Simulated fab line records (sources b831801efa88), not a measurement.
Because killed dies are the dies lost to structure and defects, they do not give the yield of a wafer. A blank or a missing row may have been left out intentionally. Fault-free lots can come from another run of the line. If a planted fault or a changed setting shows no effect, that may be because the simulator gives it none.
Matching of chambers | flow gf180mcu | GF_V3_CMP_26 on cmp-01 has 4 sister chambers
The step polishes, stops on SiO2, t overpolish 15 s, target thk 0 nm. 8 wafers are shown with their chamber, then 8 later ones without.

== WAFERS, EACH WITH ITS CHAMBER ==
wafer  | chamber | motor-current-A (A) | time-to-endpoint-s (s)
L980.2 | 3       | 9.5                 | 88
L989.4 | 2       | 10.3                | 83
L989.5 | 0       | 11.5                | 78
L990.4 | 0       | 11.3                | 77
L990.5 | 2       | 11.9                | 80
L992.1 | 3       | 9.6                 | 97
L992.5 | 1       | 10.9                | 98
L994.1 | 1       | 11.4                | 83

== WAFERS WITHOUT THEIR CHAMBER ==
wafer  | motor-current-A (A) | time-to-endpoint-s (s)
L994.3 | 11.9                | 79
L994.6 | 11.6                | 78
L101.1 | 11.2                | 82
L101.4 | 8.9                 | 80
L101.6 | 11.0                | 82
L103.2 | 10.1                | 87
L103.3 | 11.5                | 86
L103.4 | 11.3                | 80

== WHICH CHAMBER EACH WENT THROUGH ==
wafer  | from the rows above               | in truth
L994.3 | can't be placed: 0 or 2 or 1      | 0
L994.6 | can't be placed: 0 or 2 or 1      | 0
L101.1 | can't be placed: 2 or 0 or 1      | 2
L101.4 | can't be placed: 3 or 2 or 1 or 0 | 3
L101.6 | can't be placed: 2 or 0 or 1      | 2
L103.2 | can't be placed: 3 or 1 or 2 or 0 | 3
L103.3 | can't be placed: 1 or 2 or 0      | 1
L103.4 | can't be placed: 2 or 0 or 1      | 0
Placed correctly: 0 of 8. From these rows, 8 cannot be placed; in 8 the true chamber is one of the candidates. Wrongly placed: 0.
How it was worked out, from the rows above alone: a wafer's distance from a chamber is the root of the sum, over the readings, of the square of ((its reading less the chamber's mean) divided by the reading's scatter). If the next closest chamber is less than 2 further off than the closest, the wafer can't be placed; otherwise it belongs to the closest. For every chamber, the mean is computed from those of its wafers that are shown. How the scatter is found: for the shown wafers, subtract from each reading the mean of its chamber, square and add these, divide the total by (wafers less chambers), then take the root.
